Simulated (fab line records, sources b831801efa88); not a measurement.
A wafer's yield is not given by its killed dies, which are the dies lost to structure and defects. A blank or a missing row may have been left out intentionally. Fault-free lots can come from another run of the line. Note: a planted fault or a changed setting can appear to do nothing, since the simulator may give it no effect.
fab line records	flow gf180mcu
record lots=15	wafers=45	last-day=34
route steps=602 shown HV_LDD@220 V1@358 M2@365
lots that met no fault: from a run of the same line without faults
start-h: the number of hours between the record's first day and the start of the first shown wafer of the lot	wait-h: hours from the lot's prior step to this one	" the same as in the row above	L1.1+2: a single row standing in for several wafers	- value missing, or start not given	* or withheld: withheld	< > ~ a bound
route shown NAME@n: a module of which the file shows steps, and the number in the route of the first	usual: mean/standard deviation of fault-free wafers	same: alike in all rows	chamber/n: place in a boat	sites: readings site by site	_std_site: their standard deviation	_edge_site: outer sites' mean less inner sites'	radius-mm: how far each site lies from the wafer's centre	mask NAME#n: copy n	behind: the last tool/chamber to shape the wafer	hold: why the lot went on hold/how many hours it stayed there/how the hold came to an end	device: the transistor (n, p or np) that didn't switch	end of line: tests run on the same wafers once the route is complete	a step given without rows: its recipe and nothing more	killed: dies lost to structure and defects at the first sort, not the wafer's yield	map: a wafer's dies, x killed, . not, _ none there
set.NAME: the run value of the setting; set.NAME@STEP: its run value at that earlier step	model.NAME: the simulator's own value behind a step, which no gauge read
route steps across a sampled set of lots; one table per step, one row per wafer
services: the hour from which a tool's chamber was out of use, counted from the record's first day as start-h (under 0 if before that day), plus the number of hours and why
## steps
# step GF_HV_LDD_PEB_44
# recipe temp-c=withheld	time-s=*	resist=NOVOLAK
# usual chill-plate-temp-C=*	exhaust-pa=45.1/0.86
lot.wafer	tool	chamber	start-h	wait-h	chill-plate-temp-C	exhaust-pa
L256.1	litho-track-03	0	272.73	-	*	46.3
L256.2	"	0	"	"	*	45.4
L256.5	"	0	"	"	*	45.3
L258.1	litho-track-02	0	290.87	-	*	44.6
L258.3	"	0	"	"	*	45.1
L258.6	"	0	"	"	*	45.8
L259.1	litho-track-01	0	297.64	-	*	45.7
L259.3	"	0	"	"	*	46.0
L259.5	"	0	"	"	*	46.0
L261.1	litho-track-03	0	312.68	-	*	46.6
L261.3	"	0	"	"	*	46.2
L261.6	"	0	"	"	*	45.9
L262.1	litho-track-03	0	326.33	-	*	45.4
L262.2	"	0	"	"	*	45.7
L262.3	"	0	"	"	*	44.6
L263.2	litho-track-02	0	340.29	-	*	45.7
L263.3	"	0	"	"	*	45.3
L263.4	"	0	"	"	*	44.1
L264.2	litho-track-02	0	342.29	-	*	43.7
L264.5	"	0	"	"	*	44.9
L264.6	"	0	"	"	*	45.3
L267.2	litho-track-02	-	360.84	-	-	-
L267.5	"	-	"	"	-	-
L267.6	"	-	"	"	-	-
L268.2	litho-track-03	-	368.45	-	-	-
L268.3	"	-	"	"	-	-
L268.6	"	-	"	"	-	-
L269.1	litho-track-02	-	380.86	-	-	-
L269.2	"	-	"	"	-	-
L269.3	"	-	"	"	-	-
L270.1	litho-track-03	0	390.82	-	*	44.9
L270.4	"	0	"	"	*	45.7
L270.6	"	0	"	"	*	45.3
L272.2	litho-track-02	0	400.54	-	*	46.6
L272.3	"	0	"	"	*	44.5
L272.4	"	0	"	"	*	45.2
L276.2	litho-track-03	0	443.85	-	*	45.7
L276.3	"	0	"	"	*	45.4
L276.5	"	0	"	"	*	45.6
L278.3	litho-track-02	0	454.46	-	*	44.8
L278.4	"	0	"	"	*	45.6
L278.5	"	0	"	"	*	44.8
L279.2	litho-track-02	0	461.69	-	*	46.5
L279.4	"	0	"	"	*	45.2
L279.6	"	0	"	"	*	45.7
# step GF_V1_CVD_23
# recipe material=W	target-thk-nm=350	time-s=105.05	temp-c=400	pressure-torr=40
# usual heater-power-w=796/85
lot.wafer	tool	chamber	start-h	wait-h	heater-power-w
L256.1	cvd-w-01	1	415.12	0.0	859
L256.2	"	1	"	"	866
L256.5	"	1	"	"	858
L258.1	cvd-w-02	0	434.13	0.0	834
L258.3	"	0	"	"	813
L258.6	"	0	"	"	797
L259.1	cvd-w-01	0	442.58	0.0	848
L259.3	"	0	"	"	848
L259.5	"	1	"	"	851
L261.1	cvd-w-02	1	459.26	0.0	642
L261.3	"	0	"	"	818
L261.6	"	0	"	"	811
L262.1	cvd-w-02	1	476.63	0.0	653
L262.2	"	0	"	"	797
L262.3	"	0	"	"	825
L263.2	cvd-w-01	1	490.03	0.0	869
L263.3	"	0	"	"	833
L263.4	"	1	"	"	857
L264.2	cvd-w-02	1	493.81	0.0	650
L264.5	"	0	"	"	833
L264.6	"	1	"	"	669
L267.2	cvd-w-01	1	512.33	0.0	883
L267.5	"	1	"	"	858
L267.6	"	0	"	"	830
L268.2	cvd-w-01	0	520.82	0.0	837
L268.3	"	1	"	"	870
L268.6	"	1	"	"	878
L269.1	cvd-w-01	0	534.61	0.0	845
L269.2	"	1	"	"	852
L269.3	"	0	"	"	831
L270.1	cvd-w-01	0	545.13	0.0	817
L270.4	"	0	"	"	838
L270.6	"	1	"	"	857
L272.2	cvd-w-02	0	553.09	0.0	823
L272.3	"	0	"	"	823
L272.4	"	1	"	"	654
L276.2	cvd-w-02	1	592.48	0.0	653
L276.3	"	1	"	"	639
L276.5	"	1	"	"	643
L278.3	cvd-w-02	1	601.27	0.1	657
L278.4	"	0	"	"	813
L278.5	"	0	"	"	820
L279.2	cvd-w-01	1	609.08	0.0	873
L279.4	"	0	"	"	835
L279.6	"	0	"	"	842
# step GF_M2_SPUTTER_03
# recipe material=Ti	target-thk-nm=10	substrate-temp-c=300	chamber-pressure-pa=0.3	power-w=3000	time-s=6.7
# usual throttle-valve-pct=29.8/0.95
lot.wafer	tool	chamber	start-h	wait-h	throttle-valve-pct
L256.1	pvd-sputter-03	-	415.98	0.0	29.8
L256.2	"	-	"	"	27.9
L256.5	"	-	"	"	31.5
L258.1	pvd-sputter-02	-	434.88	0.0	30.3
L258.3	"	-	"	"	28.9
L258.6	"	-	"	"	30.0
L259.1	pvd-sputter-03	-	443.33	0.0	29.9
L259.3	"	-	"	"	28.0
L259.5	"	-	"	"	28.0
L261.1	pvd-sputter-03	-	460.02	0.0	29.9
L261.3	"	-	"	"	27.7
L261.6	"	-	"	"	29.7
L262.1	pvd-sputter-02	-	477.38	0.0	30.6
L262.2	"	-	"	"	29.9
L262.3	"	-	"	"	29.1
L263.2	pvd-sputter-03	-	490.79	0.0	27.8
L263.3	"	-	"	"	30.0
L263.4	"	-	"	"	31.8
L264.2	pvd-sputter-02	-	494.56	0.0	28.8
L264.5	"	-	"	"	30.7
L264.6	"	-	"	"	29.0
L267.2	pvd-sputter-01	-	513.08	0.0	28.9
L267.5	"	-	"	"	29.2
L267.6	"	-	"	"	30.5
L268.2	pvd-sputter-01	-	521.57	0.0	28.9
L268.3	"	-	"	"	29.2
L268.6	"	-	"	"	29.0
L269.1	pvd-sputter-02	-	535.36	0.0	28.7
L269.2	"	-	"	"	29.1
L269.3	"	-	"	"	30.1
L270.1	pvd-sputter-01	-	545.88	0.0	29.2
L270.4	"	-	"	"	30.7
L270.6	"	-	"	"	31.4
L272.2	pvd-sputter-03	-	553.84	0.0	30.1
L272.3	"	-	"	"	30.0
L272.4	"	-	"	"	28.0
L276.2	pvd-sputter-02	-	593.23	0.0	30.8
L276.3	"	-	"	"	28.9
L276.5	"	-	"	"	30.3
L278.3	pvd-sputter-02	-	601.99	0.0	30.7
L278.4	"	-	"	"	29.8
L278.5	"	-	"	"	30.6
L279.2	pvd-sputter-02	-	609.83	0.0	29.0
L279.4	"	-	"	"	29.9
L279.6	"	-	"	"	29.1
# step GF_M2_CD_MEAS_14
# recipe target-cd-nm=280
# usual cd-nm=280.1/1.2
lot.wafer	tool	chamber	start-h	wait-h	cd-nm
L256.1	cd-sem-02	-	439.92	0.1	279.6
L256.2	"	-	"	"	279.9
L256.5	"	-	"	"	278.3
L258.1	cd-sem-02	-	459.32	0.1	280.2
L258.3	"	-	"	"	279.9
L258.6	"	-	"	"	278.8
L259.1	cd-sem-01	-	467.41	0.1	279.0
L259.3	"	-	"	"	279.5
L259.5	"	-	"	"	280.4
L261.1	cd-sem-01	-	483.92	0.1	281.1
L261.3	"	-	"	"	281.1
L261.6	"	-	"	"	280.2
L262.1	cd-sem-01	-	501.71	0.1	281.4
L262.2	"	-	"	"	279.1
L262.3	"	-	"	"	280.2
L263.2	cd-sem-02	-	514.09	0.1	281.4
L263.3	"	-	"	"	280.3
L263.4	"	-	"	"	281.1
L264.2	cd-sem-01	-	517.94	0.1	280.8
L264.5	"	-	"	"	280.2
L264.6	"	-	"	"	280.5
L267.2	cd-sem-01	-	535.84	0.1	279.9
L267.5	"	-	"	"	279.8
L267.6	"	-	"	"	280.1
L268.2	cd-sem-02	-	544.54	0.1	281.1
L268.3	"	-	"	"	281.1
L268.6	"	-	"	"	279.8
L269.1	cd-sem-01	-	557.41	0.1	279.6
L269.2	"	-	"	"	278.7
L269.3	"	-	"	"	279.5
L270.1	cd-sem-02	-	568.12	0.1	281.4
L270.4	"	-	"	"	280.5
L270.6	"	-	"	"	280.3
L272.2	cd-sem-01	-	575.88	0.1	280.0
L272.3	"	-	"	"	279.8
L272.4	"	-	"	"	280.1
L276.2	cd-sem-02	-	613.53	0.1	280.0
L276.3	"	-	"	"	279.4
L276.5	"	-	"	"	279.6
L278.3	cd-sem-01	-	623.41	0.2	278.0
L278.4	"	-	"	"	277.2
L278.5	"	-	"	"	278.2
L279.2	cd-sem-02	-	630.23	0.1	280.9
L279.4	"	-	"	"	281.4
L279.6	"	-	"	"	280.4
## services
tool	chamber	start-h	hours	kind
cvd-w-02	0	267.84	9.7	repair
pvd-sputter-01	-	316.70	1.0	repair
cvd-w-01	-	347.66	0.3	repair
cvd-w-01	-	362.13	2.8	pm
cvd-w-02	-	390.00	14.0	pm
cvd-w-02	0	390.00	14.0	vent-cycle
cvd-w-02	1	390.00	14.0	vent-cycle
cvd-w-02	0	404.00	-	clean
cvd-w-02	1	404.00	-	clean
cvd-w-01	0	410.66	18.4	repair
pvd-sputter-03	-	427.30	15.2	repair
cvd-w-02	1	441.61	5.0	repair
cvd-w-02	0	442.95	15.1	repair
cvd-w-01	-	523.55	1.5	repair
cvd-w-01	-	536.95	0.6	repair
litho-track-01	-	585.58	-	consumable-replace:filter
## key
first-sign step=GF_HV_LDD_PEB_44	reading=tool-record	direction=missing
effect none on later readings
met-at GF_HV_LDD_PEB_44
struck-lots L267,L268,L269
sort-left-out L267.2,L267.5,L267.6,L268.2,L268.3,L268.6,L269.1,L269.2,L269.3
tester-left-out L267,L268,L269
not-acting-at GF_V1_CVD_23,GF_M2_SPUTTER_03,GF_M2_CD_MEAS_14
onset-between 342.29 360.84
fault kind=skipped-step-whole	tool=litho-track-02,litho-track-03	chamber=-	onset-h=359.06	steps=GF_HV_LDD_PEB_44	scope=struck-lots-only
# tester-left-out: of these lots the tester's yield and bins aren't shown, on N5 and GAA mostly nor the transistor test; their killed dies are dies lost to structure and defects alone, not to doping, threshold or leakage, so they don't give the yield
# sort-left-out: the simulated sort isn't trusted on such a fault, so these wafers' sort isn't shown, and their yield isn't known
